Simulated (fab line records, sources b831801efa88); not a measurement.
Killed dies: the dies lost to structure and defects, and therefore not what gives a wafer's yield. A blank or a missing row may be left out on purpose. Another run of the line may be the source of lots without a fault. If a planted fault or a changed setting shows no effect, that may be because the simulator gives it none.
One fault seen from 2 desks | flow sky130 | each desk holds nothing but its own numbers, with what lay behind them at the end

FOR THE TOOL OWNER'S DESK: pecvd-03
The tool's own readings at SKY_PASSIVATION_CVD_02 (deposits Si3N4, target thk 540 nm): means of the sampled wafers that have a number, for each lot that ran on this tool. If a lot's mean is further than 4 standard deviations from the usual mean, the lot is out of limits and carries the mark OUT (the distance appears in the brackets).
Columns: A = heater-power-w at SKY_PASSIVATION_CVD_02, usual 707 W; B = susceptor-temp-C at SKY_PASSIVATION_CVD_02, usual 399.99 C
lot  | first seen here | A   | B
L819 | day 45 11:46    | 689 | 400.02
L826 | day 47 04:03    | 654 | 400.06
Result from this desk: across the 2 lots, nothing is out of limits.

AT THE METROLOGY DESK
Means of the sampled wafers that have a number, per lot and without regard to the tool the lot ran on: this is what the gauges read. If a lot's mean is further than 4 standard deviations from the usual mean, the lot is out of limits and carries the mark OUT (the distance appears in the brackets).
Columns: A = PASSIVATION_CVD_02_THK at SKY_PASSIVATION_THK_MEAS_03, usual 539 nm
lot  | first seen here | A
L815 | day 43 18:06    | 533
L817 | day 44 10:33    | 539
L818 | day 44 11:54    | 549
L819 | day 45 11:55    | 543
L826 | day 47 04:17    | 556
L831 | day 48 08:05    | 539
L833 | day 48 12:41    | 537
L834 | day 48 15:23    | 535
L836 | day 48 21:47    | 532
L837 | day 49 10:56    | 535
L838 | day 49 14:16    | 539
Result from this desk: across the 11 lots, nothing is out of limits.

ALL TOGETHER
The desk of the tool owner found nothing out of limits.
From the metrology desk's view, nothing was out of limits.

WHAT THE SIMULATOR HAD INSERTED
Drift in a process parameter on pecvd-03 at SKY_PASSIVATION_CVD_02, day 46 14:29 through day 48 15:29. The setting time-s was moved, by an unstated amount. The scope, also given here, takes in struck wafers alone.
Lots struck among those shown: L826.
